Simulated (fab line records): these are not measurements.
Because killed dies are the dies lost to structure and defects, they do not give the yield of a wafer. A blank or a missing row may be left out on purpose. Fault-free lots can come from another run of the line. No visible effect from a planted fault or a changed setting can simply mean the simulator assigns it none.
Chamber matching :: flow sfq_line :: 4 sister chambers for SFQ_TRILAYER_I7_VIA_BARC_OPEN_VIA_ETCH_260 on rie_diel-02
The step etches BARC in O2, target depth 125 nm, time 41.7 s. 14 wafers are shown with their chamber, then 7 later ones without.

WAFERS PAIRED WITH THEIR CHAMBERS
wafer: L714.3
chamber: 3
drypump_motor_current_A (A): 5.6
oes_product_au (a.u.): 0.682

wafer: L714.4
chamber: 0
drypump_motor_current_A (A): 6.1
oes_product_au (a.u.): 0.688

wafer: L714.6
chamber: 3
drypump_motor_current_A (A): 5.6
oes_product_au (a.u.): 0.688

wafer: L716.1
chamber: 1
drypump_motor_current_A (A): 6.3
oes_product_au (a.u.): 0.681

wafer: L716.2
chamber: 3
drypump_motor_current_A (A): 5.6
oes_product_au (a.u.): 0.679

wafer: L716.4
chamber: 2
drypump_motor_current_A (A): 6.1
oes_product_au (a.u.): 0.692

wafer: L719.2
chamber: 3
drypump_motor_current_A (A): 5.6
oes_product_au (a.u.): 0.681

wafer: L719.4
chamber: 2
drypump_motor_current_A (A): 6.0
oes_product_au (a.u.): 0.682

wafer: L719.5
chamber: 3
drypump_motor_current_A (A): 5.6
oes_product_au (a.u.): 0.687

wafer: L721.2
chamber: 0
drypump_motor_current_A (A): 6.2
oes_product_au (a.u.): 0.680

wafer: L721.4
chamber: 3
drypump_motor_current_A (A): 5.6
oes_product_au (a.u.): 0.689

wafer: L721.6
chamber: 3
drypump_motor_current_A (A): 5.6
oes_product_au (a.u.): 0.679

wafer: L728.2
chamber: 0
drypump_motor_current_A (A): 6.1
oes_product_au (a.u.): 0.690

wafer: L728.4
chamber: 0
drypump_motor_current_A (A): 6.1
oes_product_au (a.u.): 0.684

SIGNATURES (averages over the wafers above)
reading: drypump_motor_current_A
chamber 0: 6.125
chamber 1: 6.300
chamber 2: 6.050
chamber 3: 5.600
scatter within a chamber: 0.0354

reading: oes_product_au
chamber 0: 0.68550
chamber 1: 0.68100
chamber 2: 0.68700
chamber 3: 0.68357
scatter within a chamber: 0.0047
Rule: distance of a wafer from a chamber = root of the sum over the readings of ((wafer's reading minus chamber's mean) / reading's scatter) squared. If the next closest chamber is less than 2 further off than the closest, the wafer can't be placed; otherwise it belongs to the closest. The scatter: take each reading less its chamber's mean, square it, sum over the shown wafers, divide by the number of wafers less the number of chambers, and take the root.

WAFERS WITH NO CHAMBER GIVEN
wafer: L728.6
drypump_motor_current_A (A): 6.0
oes_product_au (a.u.): 0.691

wafer: L730.1
drypump_motor_current_A (A): 5.6
oes_product_au (a.u.): 0.685

wafer: L730.2
drypump_motor_current_A (A): 6.3
oes_product_au (a.u.): 0.681

wafer: L730.5
drypump_motor_current_A (A): 6.3
oes_product_au (a.u.): 0.694

wafer: L731.1
drypump_motor_current_A (A): 5.6
oes_product_au (a.u.): 0.685

wafer: L731.3
drypump_motor_current_A (A): 6.3
oes_product_au (a.u.): 0.689

wafer: L731.6
drypump_motor_current_A (A): 6.3
oes_product_au (a.u.): 0.690

WHICH CHAMBER EACH ONE RAN IN
wafer: L728.6
from the rows above: 2
in truth: 2

wafer: L730.1
from the rows above: 3
in truth: 3

wafer: L730.2
from the rows above: 1
in truth: 1

wafer: L730.5
from the rows above: 1
in truth: 1

wafer: L731.1
from the rows above: 3
in truth: 3

wafer: L731.3
from the rows above: 1
in truth: 1

wafer: L731.6
from the rows above: 1
in truth: 1
Correct placement for 7 of the 7. Can't be placed from these rows: 0. 0 placed wrongly.
